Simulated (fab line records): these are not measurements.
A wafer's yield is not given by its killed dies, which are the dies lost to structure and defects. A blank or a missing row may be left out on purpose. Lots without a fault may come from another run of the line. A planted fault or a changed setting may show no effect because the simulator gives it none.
Which tool is to blame? ; flow sky130 ; Sampling: 15 lots, 45 wafers, 4 of 708 route steps

WHAT THE GAUGES SHOWED, per wafer
SKY_METAL2_OVL_MEAS_16.
lot;measured;on;METAL2_OVL (nm)
L734;day 34 18:20;overlay-02;1 -1 -2
L737;day 35 23:20;overlay-01;-8 -11 -5
L743;day 38 03:21;overlay-02;2 9 -3
L744;day 38 11:56;overlay-02;-1 1 -6
L745;day 38 15:14;overlay-01;-1 1 1
L746;day 38 23:12;overlay-01;-13 -10 0
L748;day 39 09:15;overlay-01;1 6 2
L749;day 39 18:47;overlay-01;-7 -8 -1
L750;day 40 05:14;overlay-01;-1 6 8
L751;day 40 09:26;overlay-01;-2 0 -4
L752;day 40 11:33;overlay-02;-1 -4 -2
L753;day 40 18:41;overlay-02;-1 0 9
L754;day 40 23:33;overlay-02;-3 0 1
L756;day 41 12:47;overlay-02;12 4 7
L757;day 43 05:23;overlay-02;-1 -3 -3

SKY_VIA2_CD_MEAS_12: target cd 200 nm.
lot;measured;on;cd nm (nm)
L734;day 35 22:25;cd sem-02;200.9 201.3 202.4
L737;day 37 02:08;cd sem-02;202.1 201.4 202.4
L743;day 39 05:49;cd sem-02;199.6 199.6 199.2
L744;day 39 14:00;cd sem-02;- - -
L745;day 39 17:38;cd sem-01;- - -
L746;day 40 01:31;cd sem-01;- - -
L748;day 40 10:44;cd sem-01;202.1 201.7 201.6
L749;day 40 20:08;cd sem-01;201.4 199.8 200.7
L750;day 41 05:50;cd sem-01;199.0 199.0 199.3
L751;day 41 09:08;cd sem-01;201.6 201.7 200.2
L752;day 41 10:07;cd sem-02;197.8 198.2 197.4
L753;day 42 05:02;cd sem-01;199.8 199.4 200.3
L754;day 42 07:32;cd sem-01;199.1 199.5 199.2
L756;day 42 13:55;cd sem-02;201.9 199.3 201.5
L757;day 44 05:47;cd sem-02;201.3 201.3 202.5

WHAT TOOL EACH LOT RAN ON (gives the tool, then ch and the chambers of the sampled wafers, and finally the start)
lot;SKY_METAL2_SPUTTER_04;SKY_VIA2_EXPOSE_09
L734;pvd sputter-01, day 33 15:39;krf scanner-02 ch 0, day 35 09:04
L737;pvd sputter-04, day 34 20:07;krf scanner-02 ch 0, day 36 13:31
L743;pvd sputter-01, day 37 01:44;krf scanner-02 ch 0, day 38 17:43
L744;pvd sputter-02, day 37 10:43;krf scanner-02, day 39 01:20
L745;pvd sputter-02, day 37 13:47;krf scanner-01, day 39 05:17
L746;pvd sputter-04, day 37 21:44;krf scanner-02, day 39 13:47
L748;pvd sputter-04, day 38 08:41;krf scanner-02 ch 0, day 39 23:37
L749;pvd sputter-04, day 38 18:09;krf scanner-01 ch 0, day 40 08:34
L750;pvd sputter-04, day 39 04:54;krf scanner-01 ch 0, day 40 18:44
L751;pvd sputter-02, day 39 08:55;krf scanner-01 ch 0, day 40 22:56
L752;pvd sputter-02, day 39 11:50;krf scanner-01 ch 0, day 41 01:20
L753;pvd sputter-04, day 39 18:53;krf scanner-02 ch 0, day 41 15:28
L754;pvd sputter-01, day 39 23:50;krf scanner-02 ch 0, day 41 18:52
L756;pvd sputter-01, day 40 16:47;krf scanner-02 ch 0, day 42 04:14
L757;pvd sputter-04, day 42 06:14;krf scanner-02 ch 0, day 43 17:04
- SKY_METAL2_SPUTTER_04: material TiN, target thk 70 nm, time 58.3 s.
- SKY_VIA2_EXPOSE_09: exposes mask VIM2, target cd 200 nm.

AS READ BY THE TOOLS THEMSELVES (means over the sampled wafers that have a number; for cases with no such wafer, the mark the record gives instead)
SKY_METAL2_SPUTTER_04.
lot;tool;cathode dc power W (W);throttle valve pct (%)
L734;pvd sputter-01;6500.4;31.0
L737;pvd sputter-04;6499.5;29.7
L743;pvd sputter-01;6499.8;30.4
L744;pvd sputter-02;6500.9;29.6
L745;pvd sputter-02;6499.6;29.7
L746;pvd sputter-04;6500.0;32.0
L748;pvd sputter-04;6500.2;30.3
L749;pvd sputter-04;6499.5;29.7
L750;pvd sputter-04;6499.7;29.8
L751;pvd sputter-02;6500.1;29.6
L752;pvd sputter-02;6501.3;30.0
L753;pvd sputter-04;6500.3;30.9
L754;pvd sputter-01;6500.0;30.5
L756;pvd sputter-01;6498.9;30.4
L757;pvd sputter-04;6499.9;30.9

SKY_VIA2_EXPOSE_09.
lot;tool;exposure dose mJ cm2;focus offset nm (nm);stage vel mm s (mm/s)
L734;krf scanner-02;37.98;0.1;500.29
L737;krf scanner-02;38.03;-0.5;500.05
L743;krf scanner-02;37.99;0.2;499.74
L744;krf scanner-02;-;-;-
L745;krf scanner-01;-;-;-
L746;krf scanner-02;-;-;-
L748;krf scanner-02;38.06;-0.4;500.31
L749;krf scanner-01;37.86;0.1;500.20
L750;krf scanner-01;37.89;-0.1;499.98
L751;krf scanner-01;37.92;-0.2;499.87
L752;krf scanner-01;37.92;0.8;500.00
L753;krf scanner-02;37.95;0.3;500.13
L754;krf scanner-02;38.01;1.0;499.85
L756;krf scanner-02;38.01;-0.2;500.04
L757;krf scanner-02;37.98;0.4;500.13

THE ANSWER, worked out from the rows above alone
Rule: what is usual is taken from the lots themselves. Put in order of their means at a reading, lots are off if they are a third of the lots or fewer, leave a main group of 4 or more, and stand apart from it by a gap of 3 or more times the standard deviation of the main group's means; of several such gaps the widest counts. The tables above print the reading to a certain number of digits; a main group whose means all agree to those digits is not used. A lot without any number at a reading at which 4 lots or more have one is off too. All remaining lots with rows at the step are treated as sound. After the gauges, taken in route order, come the tools' own readings; for these a lot's mean is taken, as printed above. At the first step where some lot is off, the reading lying furthest off is the one used; lots without a number count as furthest.
Off: L744, L745, L746 (SKY_VIA2_CD_MEAS_12, cd nm). Without a number there: L744, L745, L746. The main group: mean 200.4 nm, standard deviation 1.3.
A tool fits if, at a process step before that reading, it ran every lot that is off, and no sound lot after the first of them. The gauges at SKY_VIA2_CD_MEAS_12 aren't tried: what is off there is off at SKY_VIA2_EXPOSE_09 too, on other tools, and a gauge's error can't cause that. Of those tried, none fits.

WHAT HAD BEEN PUT IN BY THE SIMULATOR
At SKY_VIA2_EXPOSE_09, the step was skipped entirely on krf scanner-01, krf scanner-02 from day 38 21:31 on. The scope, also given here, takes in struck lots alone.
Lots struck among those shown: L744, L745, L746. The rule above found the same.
